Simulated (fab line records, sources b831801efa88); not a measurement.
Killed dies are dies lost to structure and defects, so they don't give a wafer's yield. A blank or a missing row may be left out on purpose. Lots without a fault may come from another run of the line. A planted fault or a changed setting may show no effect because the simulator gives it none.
A struck lot beside a sound one | flow gf180mcu | 14 steps out of a route of 602
Sound: wafers L864.3, L864.4, L864.5. Struck: wafers L869.2, L869.3, L869.6. The cause comes at the end.
At each step with rows: each side's tool, then ch and its chambers, then its first start. Under that, the readings that differ: sound wafers | struck wafers | difference of the means | sigmas: that difference in standard deviations of wafers without a fault.
alike: readings whose means differ by less than 2 such deviations, and words and numbers that are the same on both sides. not compared: withheld readings, readings that some wafer has no value for, bounds like >300 that may hide the same value, and numbers for which the record gives no deviation and whose values overlap.
The two part at a step that has a row with sigmas, a row that says differs or no value, or rows on one side only. Numbers that don't overlap but have no deviation are shown without sigmas and don't part them. A reading that every wafer of one side lacks parts them only if that side has two wafers or more.

first, 4 steps without rows for these wafers: GF_V5_SOFTBAKE_10 (time 60 s); GF_V5_EXPOSE_11 (exposes mask Via5, target cd 260 nm); GF_V5_PEB_12 (peb time 90 s); GF_V5_DEVELOP_13 (develop time 60 s).
GF_V5_CD_MEAS_14: target cd 260 nm.
  sound on cd_sem-02, day 29 18:28; struck on cd_sem-01, day 31 05:01
  alike: cd_nm
GF_V5_OVL_MEAS_15:
  sound on overlay-01, day 29 18:33; struck on overlay-02, day 31 05:07
  reading     | sound       | struck | difference | sigmas
  V5_OVL (nm) | -13 -12 -13 | 6 -8 5 | +14        | +3
GF_V5_ETCH_16: etches BARC in N2/H2.
  sound on rie_diel-04 ch 2,3, day 29 18:34; struck on rie_diel-02 ch 1,3, day 31 05:08
  alike: drypump_motor_current_A, oes_product_au, throttle_valve_pct
GF_V5_ETCH_17: etches SiO2 in C4F8/O2/Ar, stops on TiN, target depth 855 nm.
  sound on rie_diel-04 ch 2,3; struck on rie_diel-02 ch 1,3
  alike: oes_product_au
GF_V5_STRIP_18: strips in O2/N2.
  sound on plasma_asher-02 ch 0,1, day 29 18:46; struck on plasma_asher-02 ch 0, day 31 05:17
  alike: drypump_motor_current_A, heater_power_w, oes_product_au
  not compared: rf_hours_counter_h
then, 2 steps without rows for these wafers: GF_V5_STRIP_19 (strips in post etch residue remover, time 1200 s); GF_V5_CLEAN_20 (cleans in DIW).
GF_V5_SPUTTER_21: material Ti, target thk 15 nm, time 80.02 s.
  sound on pvd_sputter-01, day 29 19:16; struck on pvd_sputter-01, day 31 05:50
  alike: cathode_dc_power_W, chamber_pressure_pa, throttle_valve_pct
GF_V5_SPUTTER_22: material TiN, target thk 10 nm, time 40 s.
  sound on pvd_sputter-01, day 29 19:20; struck on pvd_sputter-01, day 31 05:54
  no value came back on the struck wafers for cathode_dc_power_W (W), chamber_pressure_pa (Pa), throttle_valve_pct (%); on the sound wafers cathode_dc_power_W (W) reads 3999.8 4000.8 3999.2
GF_V5_CVD_23: deposits W, target thk 350 nm, time 104.9 s.
  sound on cvd_w-02 ch 0,1, day 29 19:25; struck on cvd_w-01 ch 0,1, day 31 05:56
  reading            | sound       | struck        | difference | sigmas
  heater_power_w (W) | 784 733 712 | 1132 1130 953 | +329       | +2

WHERE THEY PART
First at GF_V5_OVL_MEAS_15; last, within this record, at GF_V5_CVD_23.

WHY: what the simulator had put in
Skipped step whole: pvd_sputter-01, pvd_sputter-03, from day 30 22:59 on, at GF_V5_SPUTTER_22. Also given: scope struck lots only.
